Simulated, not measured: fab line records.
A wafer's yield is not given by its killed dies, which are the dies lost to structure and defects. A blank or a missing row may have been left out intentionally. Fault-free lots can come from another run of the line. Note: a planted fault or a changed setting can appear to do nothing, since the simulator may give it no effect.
Comparing a struck lot with a sound one	flow gf180mcu	19 out of 602 route steps
Sound: wafers L702.3, L702.4, L702.5. Struck: wafer L708.4. (L708.1, L708.3 of the same lot were not struck and are left out.) The cause comes at the end.
At each step with rows: each side's tool, then ch and its chambers, then its first start. Under that, the readings that differ: sound wafers	struck wafers	difference of the means	sigmas: that difference in standard deviations of wafers without a fault.
alike: words and numbers the same on both sides, and readings whose means are apart by under 2 such deviations; not compared: readings that were withheld, readings missing a value for some wafer, numbers with overlapping values and no deviation given by the record, and bounds like >300 which may hide the same value.
The two part at a step that has a row with sigmas, a row that says differs or no value, or rows on one side only. Numbers that don't overlap but have no deviation are shown without sigmas and don't part them. A reading that every wafer of one side lacks parts them only if that side has two wafers or more.

GF_CONTACT_CMP_27: polishes, stops on SiO2, t overpolish 15 s, target thk 0 nm.
  sound on cmp-01 ch 2,3, day 20 08:50; struck on cmp-01 ch 1, day 22 18:40
  alike: motor-current-A, overpolish-run-s, time-to-endpoint-s
then, 1 step without rows for these wafers: GF_M1_SPUTTER_00 (material Ti, target thk 37.5 nm, time 150 s).
GF_M1_SPUTTER_01: material TiN, target thk 30 nm, time 25 s.
  sound on pvd-sputter-01, day 20 09:14; struck on pvd-sputter-02, day 22 19:04
  alike: throttle-valve-pct
GF_M1_SPUTTER_02: material AlCu, target thk 450 nm, time 23.9 s.
  sound on pvd-sputter-01, day 20 09:16; struck on pvd-sputter-02, day 22 19:06
  alike: throttle-valve-pct
GF_M1_SPUTTER_03: material Ti, target thk 10 nm, time 6.7 s.
  sound on pvd-sputter-01, day 20 09:17; struck on pvd-sputter-02, day 22 19:08
  alike: throttle-valve-pct
GF_M1_SPUTTER_04: material TiN, target thk 50 nm, time 41.7 s.
  sound on pvd-sputter-01, day 20 09:19; struck on pvd-sputter-02, day 22 19:09
  alike: throttle-valve-pct
GF_M1_RS_MEAS_05: uses a four-point probe to measure.
  sound on film-metro-02, day 20 09:23; struck on film-metro-02, day 22 19:11
  alike: M1_ALCU_RS
GF_M1_THK_MEAS_06: measures by xrf.
  sound on film-metro-02, day 20 09:29; struck on film-metro-02, day 22 19:19
  alike: M1_ALCU_THK
then, 4 steps without rows for these wafers: GF_M1_DEHYDRATE_07 (time 60 s); GF_M1_HMDS_08 (prime time 60 s); GF_M1_COAT_09 (resist thk 1000 nm); GF_M1_SOFTBAKE_10 (time 60 s).
GF_M1_EXPOSE_11: exposes mask Metal1, target cd 230 nm.
  sound on krf-scanner-02 ch 0, day 20 21:38; struck on krf-scanner-02 ch 0, day 23 06:25
  alike: mask
then, 2 steps without rows for these wafers: GF_M1_PEB_12 (peb time 90 s); GF_M1_DEVELOP_13 (develop time 60 s).
GF_M1_CD_MEAS_14 targets a cd of 230 nm.
  sound on cd-sem-01, day 21 09:31; struck on cd-sem-01, day 23 17:49
reading	sound	struck	difference	sigmas
cd-nm (nm)	228.8 229.2 228.9	135.0	-94.0	-85
  not compared: hold
GF_M1_OVL_MEAS_15:
  sound on overlay-01, day 21 09:37; struck on overlay-02, day 23 20:22
reading	sound	struck	difference	sigmas
hold	- - -	await-dispo/2.4h/release	no value on the sound wafers	
  alike: M1_OVL
GF_M1_METAL_ETCH_16: etches the open film in Cl2/BCl3, stops on SiO2, target depth 627.5 nm, time 104.6 s.
  sound on rie-metal-01 ch 0,1, day 21 09:41; struck on rie-metal-01 ch 1, day 23 20:23
reading	sound	struck	difference	sigmas
model.M1.cd-nm (nm)	230 226.4 225	132.3	-94.8	
  alike: drypump-motor-current-A, he-backside-leak-sccm, oes-product-au, throttle-valve-pct
  not compared: rf-hours-counter-h
then, 1 step without rows for these wafers: GF_M1_STRIP_17 (strips in O2/N2).

== WHERE THEY PART ==
Last at GF_M1_OVL_MEAS_15 as far as this record goes, first at GF_M1_CD_MEAS_14. Later steps at which nothing parts them and some readings are alike: GF_M1_METAL_ETCH_16.

WHY: what the simulator had put in
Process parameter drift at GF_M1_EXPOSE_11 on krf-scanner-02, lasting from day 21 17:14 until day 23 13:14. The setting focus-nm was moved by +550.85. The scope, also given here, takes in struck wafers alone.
